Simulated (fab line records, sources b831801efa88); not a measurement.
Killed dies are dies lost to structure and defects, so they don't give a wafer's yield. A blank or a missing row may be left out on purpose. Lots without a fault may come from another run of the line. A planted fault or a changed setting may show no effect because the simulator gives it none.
Which tool did it? | flow sky130 | 11 lots, 33 wafers sampled, at 3 steps of a route of 708

WHAT THE GAUGES READ, wafer by wafer
SKY_CAP2M_THK_MEAS_01.
lot  | measured     | on            | CAP2M_CVD_00_THK (nm)
L928 | day 39 16:52 | film_metro-03 | 15.62 15.46 16.10
L930 | day 40 08:58 | film_metro-02 | 15.18 15.31 15.48
L935 | day 42 00:41 | film_metro-02 | 15.54 15.50 15.78
L937 | day 42 21:40 | film_metro-01 | 22.24 15.21 22.41
L941 | day 43 23:37 | film_metro-02 | 15.55 15.56 15.52
L943 | day 44 06:25 | film_metro-01 | 15.67 15.78 15.95
L944 | day 44 11:05 | film_metro-01 | 15.07 15.34 15.47
L948 | day 45 16:19 | film_metro-01 | 15.53 15.17 15.36
L949 | day 45 21:07 | film_metro-01 | 15.51 15.40 15.45
L950 | day 46 03:56 | film_metro-02 | 15.26 15.82 15.50
L951 | day 46 04:14 | film_metro-02 | 15.48 16.04 15.68

WHICH TOOL RAN EACH LOT (tool, then ch and the chambers of the sampled wafers, then the start)
lot  | SKY_VIA3_CVD_21               | SKY_CAP2M_CVD_00
L928 | cvd_w-01 ch 0,1, day 39 16:06 | pecvd-03 ch 0,1,2, day 39 16:49
L930 | cvd_w-01 ch 0, day 40 08:11   | pecvd-02 ch 1,2, day 40 08:56
L935 | cvd_w-01 ch 0,1, day 41 23:53 | pecvd-02 ch 0,1,2, day 42 00:39
L937 | cvd_w-02 ch 0,1, day 42 20:53 | pecvd-02 ch 0,1, day 42 21:38
L941 | cvd_w-01 ch 0,1, day 43 22:50 | pecvd-01 ch 0,1, day 43 23:35
L943 | cvd_w-01 ch 1, day 44 05:31   | pecvd-03 ch 0,2, day 44 06:23
L944 | cvd_w-01 ch 0,1, day 44 10:18 | pecvd-01 ch 0,1, day 44 11:03
L948 | cvd_w-02 ch 0,1, day 45 15:14 | pecvd-01 ch 0,1,2, day 45 16:16
L949 | cvd_w-01 ch 0,1, day 45 20:20 | pecvd-02 ch 0,1, day 45 21:05
L950 | cvd_w-01 ch 0,1, day 46 00:43 | pecvd-02 ch 0,1, day 46 03:55
L951 | cvd_w-02 ch 0,1, day 46 00:43 | pecvd-03 ch 0,1, day 46 04:13
- SKY_VIA3_CVD_21: deposits W, target thk 390 nm, time 117.31 s.
- SKY_CAP2M_CVD_00: deposits SiO2, target thk 15.5 nm.

THE ANSWER, worked out from the rows above alone
Rule: what is usual is taken from the lots themselves. Put in order of their means at a reading, lots are off if they are a third of the lots or fewer, leave a main group of 4 or more, and stand apart from it by a gap of 3 or more times the standard deviation of the main group's means; of several such gaps the widest counts. A main group whose means are all the same, to the digits that the tables above print for the reading, isn't used. A lot without any number at a reading at which 4 lots or more have one is off too. The other lots that the step has rows for count as sound.
Off: L937, at SKY_CAP2M_THK_MEAS_01 (CAP2M_CVD_00_THK). The main group: mean 15.54 nm, standard deviation 0.17.
A tool fits if, at a process step before that reading, it ran every lot that is off, and no sound lot after the first of them. The gauges at SKY_CAP2M_THK_MEAS_01 are tried like those tools. None of those tried fits.

WHAT THE SIMULATOR HAD PUT IN
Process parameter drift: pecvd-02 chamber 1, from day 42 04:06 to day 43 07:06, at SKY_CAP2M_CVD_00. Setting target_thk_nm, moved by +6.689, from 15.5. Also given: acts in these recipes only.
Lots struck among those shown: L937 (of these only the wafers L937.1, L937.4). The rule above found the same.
